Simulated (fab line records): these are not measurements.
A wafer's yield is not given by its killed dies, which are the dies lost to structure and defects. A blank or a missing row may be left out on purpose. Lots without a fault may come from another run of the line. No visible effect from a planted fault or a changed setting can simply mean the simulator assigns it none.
Which tool is to blame? || flow sky130 || 12 lots (36 wafers sampled), 1 step of a 708-step route

== WHAT THE GAUGES READ, wafer by wafer ==
SKY_SONOS_ONO_CD_MEAS_13 targets a cd of 410 nm.
{"lot": "L075", "measured": "day 13 00:01", "on": "cd_sem-01", "cd_nm (nm)": "410.8 412.0 411.2"}
{"lot": "L077", "measured": "day 13 11:35", "on": "cd_sem-02", "cd_nm (nm)": "413.2 412.7 413.8"}
{"lot": "L079", "measured": "day 14 08:01", "on": "cd_sem-01", "cd_nm (nm)": "412.3 410.2 411.8"}
{"lot": "L081", "measured": "day 14 23:14", "on": "cd_sem-01", "cd_nm (nm)": "407.3 408.3 409.1"}
{"lot": "L083", "measured": "day 15 15:10", "on": "cd_sem-01", "cd_nm (nm)": "410.7 411.9 411.6"}
{"lot": "L085", "measured": "day 16 06:19", "on": "cd_sem-01", "cd_nm (nm)": "410.8 410.8 410.0"}
{"lot": "L087", "measured": "day 16 22:33", "on": "cd_sem-01", "cd_nm (nm)": "410.7 413.5 412.3"}
{"lot": "L089", "measured": "day 17 20:32", "on": "cd_sem-02", "cd_nm (nm)": "414.7 413.6 414.6"}
{"lot": "L091", "measured": "day 18 12:14", "on": "cd_sem-01", "cd_nm (nm)": "408.8 410.1 411.0"}
{"lot": "L093", "measured": "day 19 12:02", "on": "cd_sem-01", "cd_nm (nm)": "404.2 404.0 404.6"}
{"lot": "L095", "measured": "day 20 01:11", "on": "cd_sem-02", "cd_nm (nm)": "412.0 411.3 410.2"}
{"lot": "L097", "measured": "day 20 17:58", "on": "cd_sem-01", "cd_nm (nm)": "410.6 411.8 412.2"}

== TOOL THAT RAN EACH LOT (tool first, then ch and the chambers of the sampled wafers, then the start) ==
The record shows no process step preceding these readings.

== THE ANSWER, worked out from the rows above alone ==
Rule: the usual values come from the lots themselves. Put in order of their means at a reading, lots are off if they are a third of the lots or fewer, leave a main group of 4 or more, and stand apart from it by a gap of 3 or more times the standard deviation of the main group's means; of several such gaps the widest counts. If all means in a main group match to the digits the tables above print for the reading, that group is not used. Also off: a lot with no number at a reading for which 4 or more lots have one. Where the step has rows for the other lots, those lots are counted as sound.
Nothing can be told from this: no lot is off at any reading shown.

== WHAT WAS PUT IN BY THE SIMULATOR ==
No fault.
